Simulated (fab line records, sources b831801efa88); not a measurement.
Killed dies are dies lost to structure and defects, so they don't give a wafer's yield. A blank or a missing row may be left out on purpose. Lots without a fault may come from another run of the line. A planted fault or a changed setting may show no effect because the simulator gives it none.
Chamber matching | flow sky130 | SKY_VIA4_CMP_02 on cmp-02: 4 sister chambers
The step polishes SiO2. 8 wafers are shown with their chamber, then 9 later ones without.

WAFERS WITH THEIR CHAMBER
wafer  | chamber | motor_current_A (A) | platen_rpm (rpm)
L457.1 | 1       | 12.6                | 60.00
L457.2 | 0       | 12.3                | 60.06
L458.1 | 2       | 11.1                | 59.98
L458.3 | 1       | 12.5                | 60.06
L458.5 | 0       | 12.2                | 59.95
L460.3 | 2       | 11.5                | 59.99
L460.4 | 3       | 12.4                | 59.99
L460.6 | 3       | 12.7                | 59.96

WAFERS WITHOUT THEIR CHAMBER
wafer  | motor_current_A (A) | platen_rpm (rpm)
L462.1 | 11.2                | 59.97
L462.2 | 12.5                | 60.01
L462.3 | 12.7                | 60.01
L467.2 | 11.5                | 60.06
L467.3 | 12.6                | 60.02
L467.4 | 11.8                | 60.01
L468.4 | 12.6                | 60.10
L468.5 | 12.4                | 59.99
L468.6 | 11.0                | 60.09

WHICH CHAMBER EACH WENT THROUGH
wafer  | from the rows above               | in truth
L462.1 | 2                                 | 2
L462.2 | can't be placed: 1 or 3 or 0      | 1
L462.3 | can't be placed: 1 or 3 or 0      | 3
L467.2 | 2                                 | 2
L467.3 | can't be placed: 1 or 3 or 0      | 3
L467.4 | can't be placed: 0 or 2 or 1 or 3 | 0
L468.4 | can't be placed: 1 or 3 or 0      | 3
L468.5 | can't be placed: 0 or 3 or 1      | 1
L468.6 | 2                                 | 2
Placed correctly: 3 of 9. Can't be placed from these rows: 6 (the true chamber is among the candidates in 6). Placed wrongly: 0.
How it was worked out, from the rows above alone: a wafer's distance from a chamber is the root of the sum, over the readings, of the square of ((its reading less the chamber's mean) divided by the reading's scatter). The wafer belongs to the nearest chamber; if the next one is less than 2 further off, it can't be placed. A chamber's mean is the mean of its shown wafers. The scatter: the root of (the sum of the squares of (reading less its chamber's mean) over the shown wafers, divided by (wafers less chambers)).
